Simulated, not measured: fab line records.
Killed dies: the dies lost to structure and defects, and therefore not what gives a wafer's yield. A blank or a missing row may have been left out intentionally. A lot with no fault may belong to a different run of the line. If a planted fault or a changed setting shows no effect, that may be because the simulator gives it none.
8D (eight disciplines) problem report, filled in by code ; flow sky130 ; the parts of the form that need people (team, actions taken, sign-off) are left out

1. THE ISSUE
runLengthS at SKY_VIA1_SOFTBAKE_08 reads a mean of 110.06 s on 6 wafers of 2 lots; wafers without a fault read 119.06 s with a standard deviation of 0.13. That puts it -69 standard deviations away from the usual mean.
The step: time 90 s.
The first sign was on wafer L969.1 at day 37 20:00, on lithoTrack-01. The record has a number at this step for 39 wafers belonging to 13 lots. Rule for "out" (also "out of limits"): further than 4 standard deviations from the usual mean. Any other wafer with a number is counted as sound.

2. WHAT IT IS; WHAT IT IS NOT
question;is;is not
which readings at this step;runLengthS, heaterPowerTotalW;resistLineTempC
which lots;L969, L977;L960, L961, L962, L963, L965, L966, L971, L976, L980, L982, L983
which wafers of those lots;all that have a number;-
read on which tools;lithoTrack-01;lithoTrack-02, lithoTrack-03
when;from day 37 20:00;"up to then (21 sound wafers); but 12 sound wafers of L976, L980, L982, L983 came after"

3. WHAT RULES OUT EACH SUSPECT
Counting: any tool at a process step up to the reading is kept as a suspect provided that every lot that is out went through it and no sound lot did after the first of them.
- lithoTrack-01 at SKY_VIA1_SOFTBAKE_08 (time 90 s): kept. It ran every lot that is out, first L969 (day 37 20:00), and no sound lot after that; its last sound lot up to then is L966 (day 37 14:00). Its own heaterPowerTotalW, runLengthS readings are out on those wafers.
After counting, what remains is lithoTrack-01 at SKY_VIA1_SOFTBAKE_08.

4. THE CAUSE (what the simulator had put in)
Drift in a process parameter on lithoTrack-01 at SKY_VIA1_SOFTBAKE_08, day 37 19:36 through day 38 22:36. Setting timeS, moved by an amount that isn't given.
The count eliminated every tool but this one.

5. THE CHAIN OF EFFECTS, in route order
Each row: a reading whose mean over the struck wafers that have a number lies more than 3 standard deviations from the usual. Readings are gone through only where the record gives a usual standard deviation; hours: the median, over the lots, of the time from a lot's start at the first step in this table giving one to that lot's start at this step; sigmas: the change measured in usual standard deviations.
hours;step;reading;usual;on struck wafers;change;sigmas
0;SKY_VIA1_SOFTBAKE_08;heaterPowerTotalW;57.36 W;59.43;+2.07;+17
0;SKY_VIA1_SOFTBAKE_08;runLengthS;119.06 s;110.06;-9.00;-69
It contains these process steps:
- SKY_VIA1_SOFTBAKE_08: time 90 s.
Later measuring or inspecting steps at which every struck wafer that the step has a row for has a number for every such reading, and none has moved that far: SKY_VIA1_RS_MEAS_22.

6. HOW IT WOULD HAVE BEEN CAUGHT EARLIER
In this record no reading fell out of limits until day 37 20:00, 0 hours after the fault had begun at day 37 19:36.
